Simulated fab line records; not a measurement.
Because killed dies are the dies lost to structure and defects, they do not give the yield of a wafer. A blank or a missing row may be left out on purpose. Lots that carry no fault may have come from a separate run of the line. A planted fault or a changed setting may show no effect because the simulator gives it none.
Matching of chambers | flow sky130 | SKY_VIA2_CMP_24 on cmp-02 has 4 sister chambers
The step polishes, stops on SiO2, t overpolish 20 s, target thk 0 nm. 24 wafers are shown with their chamber, then 12 later ones without.

## WAFERS, EACH WITH ITS CHAMBER
wafer  | chamber | motorCurrentA (A) | timeToEndpointS (s) | overpolishRunS (s)
L074.1 | 1       | 10.4              | 101                 | 20.000
L074.3 | 0       | 10.2              | 96                  | 20.005
L074.5 | 2       | 12.1              | 95                  | 20.006
L076.2 | 3       | 13.8              | 99                  | 20.001
L076.5 | 3       | 13.2              | 103                 | 19.975
L076.6 | 2       | 11.6              | 91                  | 19.998
L077.1 | 0       | 10.1              | 94                  | 20.009
L077.4 | 2       | 12.7              | 97                  | 19.998
L077.6 | 1       | 10.6              | 105                 | 20.020
L081.1 | 1       | 10.6              | 102                 | 19.996
L081.3 | 0       | 10.0              | 94                  | 20.005
L081.6 | 2       | 12.9              | 97                  | 19.994
L085.2 | 3       | 13.5              | 106                 | 19.999
L085.3 | 1       | 10.4              | 106                 | 19.989
L085.6 | 0       | 10.0              | 96                  | 19.994
L084.1 | 3       | 12.8              | 107                 | 19.994
L084.2 | 0       | 10.2              | 97                  | 20.007
L084.5 | 0       | 10.4              | 97                  | 20.003
L087.1 | 0       | 9.9               | 96                  | 19.993
L087.2 | 2       | 12.4              | 94                  | 19.997
L087.3 | 1       | 10.5              | 104                 | 19.989
L088.1 | 0       | 10.3              | 98                  | 20.008
L088.2 | 3       | 13.9              | 102                 | 20.012
L088.6 | 3       | 13.7              | 104                 | 20.001

SIGNATURES (means of the wafers above)
reading         | chamber 0 | chamber 1 | chamber 2 | chamber 3 | scatter within a chamber
motorCurrentA   | 10.137    | 10.500    | 12.340    | 13.483    | 0.329
timeToEndpointS | 96.00     | 103.60    | 94.80     | 103.50    | 2.21
overpolishRunS  | 20.00300  | 19.99880  | 19.99860  | 19.99700  | 0.00935
Rule: distance of a wafer from a chamber = root of the sum over the readings of ((wafer's reading minus chamber's mean) / reading's scatter) squared. If the next closest chamber is less than 2 further off than the closest, the wafer can't be placed; otherwise it belongs to the closest. The scatter is the square root of a quotient: the sum, over the shown wafers, of each reading's squared deviation from its chamber's mean, divided by wafers minus chambers.

## WAFERS WHOSE CHAMBER IS MISSING
wafer  | motorCurrentA (A) | timeToEndpointS (s) | overpolishRunS (s)
L090.3 | 13.2              | 103                 | 20.001
L090.5 | 14.2              | 104                 | 20.002
L090.6 | 12.3              | 101                 | 20.006
L094.2 | 9.9               | 109                 | 19.996
L094.3 | 10.0              | 99                  | 20.000
L094.4 | 13.7              | 110                 | 20.005
L095.1 | 10.3              | 109                 | 20.006
L095.3 | 13.8              | 108                 | 20.007
L095.5 | 10.6              | 108                 | 19.992
L097.2 | 12.4              | 104                 | 20.011
L097.4 | 10.8              | 113                 | 20.007
L097.5 | 9.4               | 101                 | 20.004

## EACH ONE'S CHAMBER
wafer  | from the rows above     | in truth
L090.3 | 3                       | 3
L090.5 | 3                       | 3
L090.6 | can't be placed: 2 or 3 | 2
L094.2 | 1                       | 1
L094.3 | can't be placed: 0 or 1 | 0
L094.4 | 3                       | 3
L095.1 | 1                       | 1
L095.3 | 3                       | 3
L095.5 | 1                       | 1
L097.2 | can't be placed: 3 or 2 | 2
L097.4 | 1                       | 1
L097.5 | can't be placed: 0 or 1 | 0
Correctly placed: 8 of 12. Unplaceable from these rows: 4, with the true chamber sitting among the candidates in 4. Placed wrongly: 0.
